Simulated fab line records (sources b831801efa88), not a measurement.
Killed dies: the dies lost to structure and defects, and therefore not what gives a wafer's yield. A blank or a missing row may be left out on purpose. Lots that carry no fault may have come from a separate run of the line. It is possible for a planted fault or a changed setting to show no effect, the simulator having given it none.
Struck lot and sound lot, side by side / flow sky130 / 31 steps out of a route of 708
Sound: wafers L988.2, L988.3, L988.4. Struck: wafers L983.5, L983.6. (L983.2 of the same lot was not struck and is left out.) The cause comes at the end.
Order at every step that has rows: each side's tool, ch and its chambers, its first start. Under that, the readings that differ: sound wafers / struck wafers / difference of the means / sigmas: that difference in standard deviations of wafers without a fault.
alike: readings whose means differ by less than 2 such deviations, and words and numbers that are the same on both sides. not compared: withheld readings, readings that some wafer has no value for, bounds like >300 that may hide the same value, and numbers for which the record gives no deviation and whose values overlap.
A row with sigmas, a row that says differs or no value, or rows on one side alone: a step with any of these is where the two part. Numbers that have no deviation but don't overlap get no sigmas and don't part them. Lack of a reading on every wafer of one side parts them only where that side has two or more wafers.

first, 5 steps without rows for these wafers: SKY_CONTACT_ETCH_18 (etches Si3N4 in CHF3/O2, stops on TiN, time 39 s, target depth 75 nm); SKY_CONTACT_STRIP_19 (strips in O2/N2); SKY_CONTACT_STRIP_20 (strips in post etch residue remover, time 1200 s); SKY_CONTACT_CLEAN_21 (cleans in IPA, time 180 s); SKY_CONTACT_CLEAN_22 (cleans in O3/DIW).
SKY_CONTACT_SPUTTER_23: material TiN, target thk 20 nm, time 80 s.
  struck on pvd-sputter-01, day 37 12:21; sound on pvd-sputter-02, day 38 15:58
  alike: cathode-dc-power-W, chamber-pressure-pa, throttle-valve-pct
SKY_CONTACT_CVD_24: deposits W, target thk 340 nm, time 102.12 s.
  sound on cvd-w-02 ch 0,1, day 38 16:02; struck on cvd-w-02 ch 0,1, day 37 12:25
  alike: heater-power-w, susceptor-temp-C
SKY_CONTACT_RS_MEAS_25: measures by four-point-probe.
  struck on film-metro-03, day 37 12:32; sound on film-metro-04, day 38 16:10
  alike: CONTACT_W_RS
SKY_CONTACT_THK_MEAS_26: measures by xrf.
  struck on film-metro-03, day 37 12:39; sound on film-metro-04, day 38 16:16
reading=CONTACT_W_THK (nm); sound=347 342 346; struck=367 362; difference=+20; sigmas=+3
then, 3 steps without rows for these wafers: SKY_CONTACT_CMP_27 (polishes, stops on SiO2, t overpolish 15 s, target thk 0 nm); SKY_METAL1_SPUTTER_00 (material Ti, target thk 15 nm, time 10 s); SKY_METAL1_SPUTTER_01 (material TiN, target thk 20 nm, time 16.7 s).
SKY_METAL1_SPUTTER_02: material AlCu, target thk 250 nm, time 13.3 s.
  struck on pvd-sputter-01, day 37 13:34; sound on pvd-sputter-03, day 38 16:40
reading=model.AlCu_of_METAL1_SPUTTER_02.thk-nm (nm); sound=250.1 249.2 251.3; struck=416.3 413.1; difference=+164.5; sigmas=
  alike: cathode-dc-power-W, chamber-pressure-pa, throttle-valve-pct
SKY_METAL1_SPUTTER_03: material Ti, target thk 5 nm, time 3.3 s.
  struck on pvd-sputter-01, day 37 13:35; sound on pvd-sputter-03, day 38 16:41
  alike: cathode-dc-power-W, chamber-pressure-pa, throttle-valve-pct
then, 1 step without rows for these wafers: SKY_METAL1_SPUTTER_04 (material TiN, target thk 70 nm, time 58.3 s).
SKY_METAL1_RS_MEAS_05: measures by four-point-probe.
  struck on film-metro-01, day 37 13:40; sound on film-metro-04, day 38 16:47
reading=METAL1_ALCU_RS (ohm/sq); sound=0.1267 0.1267 0.1261; struck=0.0756 0.0762; difference=-0.0506; sigmas=-34
SKY_METAL1_THK_MEAS_06: measures by xrf.
  struck on film-metro-01, day 37 13:47; sound on film-metro-04, day 38 16:53
reading=METAL1_ALCU_THK (nm); sound=246 245 247; struck=413 410; difference=+166; sigmas=+49
then, 8 steps without rows for these wafers: SKY_METAL1_DEHYDRATE_07 (time 60 s); SKY_METAL1_HMDS_08 (prime time 60 s); SKY_METAL1_COAT_09 (resist thk 60 nm); SKY_METAL1_COAT_10 (resist thk 450 nm); SKY_METAL1_SOFTBAKE_11 (time 90 s); SKY_METAL1_EXPOSE_12 (exposes mask MM1, target cd 140 nm); SKY_METAL1_PEB_13; SKY_METAL1_DEVELOP_14 (develop time 60 s).
SKY_METAL1_CD_MEAS_15: target cd 140 nm.
  struck on cd-sem-02, day 38 16:18; sound on cd-sem-02, day 39 18:09
reading=cd-nm (nm); sound=141.3 141.0 140.9; struck=137.2 137.4; difference=-3.8; sigmas=-3
SKY_METAL1_OVL_MEAS_16:
  struck on overlay-01, day 38 16:25; sound on overlay-02, day 39 18:16
  alike: METAL1_OVL
then, 1 step without rows for these wafers: SKY_METAL1_DESCUM_17 (chemistry O2, time 8 s).
SKY_METAL1_ETCH_18: etches BARC in N2/H2, stops on SiO2, time 45.9 s, target depth 60 nm.
  sound on rie-metal-04 ch 0,1, day 39 18:19; struck on rie-metal-01 ch 0, day 38 16:32
  alike: drypump-motor-current-A, oes-product-au, throttle-valve-pct
  not compared: rf-hours-counter-h
SKY_METAL1_METAL_ETCH_19: etches the open film in Cl2/BCl3, stops on SiO2, target depth 360 nm, time 78 s.
  sound on rie-metal-04 ch 0,1, day 39 18:23; struck on rie-metal-01 ch 0, day 38 16:40
reading=oes-product-au (a.u.); sound=0.858 0.850 0.860; struck=1.030 1.007; difference=+0.162; sigmas=+28
  alike: drypump-motor-current-A, throttle-valve-pct
  not compared: rf-hours-counter-h
SKY_METAL1_STRIP_20: strips in O2/N2.
  sound on plasma-asher-04 ch 0,1, day 39 18:29; struck on plasma-asher-03 ch 0,1, day 38 16:49
  alike: drypump-motor-current-A, oes-product-au, strip-time-to-endpoint-s
  not compared: rf-hours-counter-h

== WHERE THEY PART ==
At SKY_CONTACT_THK_MEAS_26 first; at SKY_METAL1_METAL_ETCH_19 last (within this record only). Later steps at which nothing parts them and some readings are alike: SKY_METAL1_STRIP_20.

WHY: whatever the simulator had introduced
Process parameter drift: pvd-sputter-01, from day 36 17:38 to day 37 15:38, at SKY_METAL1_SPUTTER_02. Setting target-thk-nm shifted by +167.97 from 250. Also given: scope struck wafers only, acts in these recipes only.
